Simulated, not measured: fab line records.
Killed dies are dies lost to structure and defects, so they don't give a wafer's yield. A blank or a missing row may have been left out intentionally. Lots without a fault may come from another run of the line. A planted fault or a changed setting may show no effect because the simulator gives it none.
A lot that was struck, set against a sound lot / flow sky130 / 15 out of 708 route steps
Sound: wafers L405.2, L405.5, L405.6. Struck: wafers L414.1, L414.3, L414.5. Last of all comes the cause.
Per side, at each step with rows, come the tool, then ch with its chambers, and then its first start. Under that, the readings that differ: sound wafers / struck wafers / difference of the means / sigmas: that difference in standard deviations of wafers without a fault.
alike: a reading whose means differ by less than 2 such deviations, as well as words and numbers matching on both sides. not compared: withheld readings; readings where some wafer has no value; bounds like >300 that might hide an equal value; numbers whose values overlap and for which the record gives no deviation.
Wherever a step has rows on one side only, a row that says differs or no value, or a row with sigmas, the two part there. Non-overlapping numbers with no deviation appear without sigmas and do not part them. Lack of a reading on every wafer of one side parts them only where that side has two or more wafers.

SKY_SD_P_CD_MEAS_07 targets a cd of 380 nm.
  sound on cd sem-02, day 24 20:59; struck on cd sem-01, day 28 09:49
  alike: cd nm
SKY_SD_P_OVL_MEAS_08:
  sound on overlay-02, day 24 21:05; struck on overlay-01, day 28 09:56
  alike: SD_P_OVL
following that, these wafers have no rows for 1 step: SKY_SD_P_IMPLANT_09.
SKY_SD_P_STRIP_10: strips in O2/N2.
  sound on plasma asher-01 ch 0,1, day 24 21:16; struck on plasma asher-01 ch 0,1, day 28 10:24
  alike: drypump motor current A, o2 flow sccm, oes product au, strip time to endpoint s
  not compared: rf hours counter h
SKY_SD_P_TW_MEAS_11:
  sound on film metro-03, day 24 21:23; struck on film metro-04, day 28 10:30
reading=SD_P_TW; sound=2755 2766 2731; struck=2852 2859 2874; difference=+111; sigmas=+4
then, 7 steps without rows for these wafers: SKY_RES_XHIGH_DEHYDRATE_00 (time 60 s); SKY_RES_XHIGH_HMDS_01 (prime time 60 s); SKY_RES_XHIGH_COAT_02 (resist thk 1140 nm); SKY_RES_XHIGH_SOFTBAKE_03 (time 60 s); SKY_RES_XHIGH_EXPOSE_04 (exposes mask URPM, target cd 1270 nm); SKY_RES_XHIGH_PEB_05; SKY_RES_XHIGH_DEVELOP_06 (develop time 60 s).
SKY_RES_XHIGH_IMPLANT_07:
  sound on implanter-04 ch 0, day 26 01:53; struck on implanter-04 ch 0, day 29 14:05
reading=beam energy keV; sound=20.001 20.005 20.005; struck=19.526 19.535 19.527; difference=-0.474; sigmas=-71
reading=model.implant.drp nm (nm); sound=9.746 9.746 9.746; struck=9.585 9.585 9.585; difference=-0.161; sigmas=
SKY_RES_XHIGH_STRIP_08: strips in O2/N2.
  sound on plasma asher-01 ch 0,1, day 26 02:01; struck on plasma asher-03 ch 1, day 29 14:14
reading=drypump motor current A (A); sound=6.7 6.6 5.7; struck=5.3 5.4 5.3; difference=-1.0; sigmas=-2
  alike: o2 flow sccm, oes product au, strip time to endpoint s
  not compared: rf hours counter h
-- record jumps: 18 days separate the struck wafers' starts on either side; left off in module RES_XHIGH, taken up again in module PAD_OPEN, whose first shown step is the route's number 708 --
SKY_PAD_OPEN_PROBE_99:
  sound on prober-01, day 45 08:01; struck on prober-02, day 47 21:34
  alike: killed_at_M0_to_M3, killed_at_M4_up, killed at contacts, killed at front end, killed at other, killed dies, killed open, killed short

WHERE THEY PART
First at SKY_SD_P_TW_MEAS_11; last, within this record, at SKY_RES_XHIGH_STRIP_08. Later steps at which nothing parts them and some readings are alike: SKY_PAD_OPEN_PROBE_99.

WHY: whatever the simulator had introduced
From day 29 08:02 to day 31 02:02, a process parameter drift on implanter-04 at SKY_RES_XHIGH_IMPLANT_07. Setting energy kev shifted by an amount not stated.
